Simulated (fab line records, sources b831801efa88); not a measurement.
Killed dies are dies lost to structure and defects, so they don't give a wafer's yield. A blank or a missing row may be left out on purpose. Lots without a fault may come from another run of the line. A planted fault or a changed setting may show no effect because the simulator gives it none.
One fault seen from 2 desks | flow sky130 | each desk has only its own numbers; what lay behind them comes last

THE METROLOGY DESK
What the gauges read, lot by lot, whatever tool the lot ran on: means of the sampled wafers that have a number. A lot is out of limits, marked OUT, if its mean lies more than 4 standard deviations from the usual mean; the brackets give that distance.
Columns: A = VIA1_W_THK at SKY_VIA1_THK_MEAS_23, usual 267 nm
lot  | first seen here | A
L347 | day 34 08:30    | 268
L348 | day 34 18:13    | 265
L349 | day 34 22:40    | 266
L350 | day 35 13:33    | 271
L352 | day 36 09:43    | 267
L353 | day 36 09:57    | 266
L351 | day 36 10:18    | 266
L354 | day 36 12:43    | 268
L360 | day 38 12:46    | 263
L362 | day 39 03:52    | 268
L363 | day 39 10:03    | 272
L366 | day 40 07:07    | 272
L369 | day 40 23:28    | 264
L370 | day 41 18:21    | 267
This desk's finding: nothing out of limits on any of the 14 lots.

THE TOOL OWNER'S DESK: cmp-02
The tool's own readings at SKY_VIA1_CMP_24 (polishes, stops on SiO2, t overpolish 15 s, target thk 0 nm): means of the sampled wafers that have a number, for each lot that ran on this tool. A lot is out of limits, marked OUT, if its mean lies more than 4 standard deviations from the usual mean; the brackets give that distance.
Columns: A = motor_current_A at SKY_VIA1_CMP_24, usual 10.5 A; B = overpolish_run_s at SKY_VIA1_CMP_24, usual 15.000 s; C = time_to_endpoint_s at SKY_VIA1_CMP_24, usual 66 s
lot  | first seen here | A    | B                        | C
L348 | day 34 18:19    | 11.1 | 14.997                   | 65
L349 | day 34 22:43    | 11.5 | 14.995                   | 60
L353 | day 36 10:01    | 11.3 | 15.001                   | 61
L354 | day 36 12:47    | 11.3 | 15.005                   | 63
L362 | day 39 04:02    | 11.6 | 10.015 (-99 or more) OUT | 79
L363 | day 39 10:06    | 11.3 | 5.025 (-99 or more) OUT  | 92 (+7.4) OUT
This desk's finding: out of limits on L362, L363; first on L362, day 39 04:02 (overpolish_run_s at SKY_VIA1_CMP_24). In limits: L348, L349, L353, L354.

PUT TOGETHER
The tool owner's desk could have raised an alarm at day 39 04:02, on L362, L363.
The metrology desk saw nothing out of limits.
The metrology desk has L362, L363 on record, within its limits.
Of the lots named, all ran SKY_VIA1_CMP_24 on cmp-02.

WHAT THE SIMULATOR HAD PUT IN
Process parameter drift: cmp-02, from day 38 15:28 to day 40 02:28, at SKY_VIA1_CMP_24. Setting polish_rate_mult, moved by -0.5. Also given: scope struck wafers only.
Lots struck among those shown: L362, L363.
Hours from the fault's start to each desk's first reading out of limits: the tool owner's desk, 13.
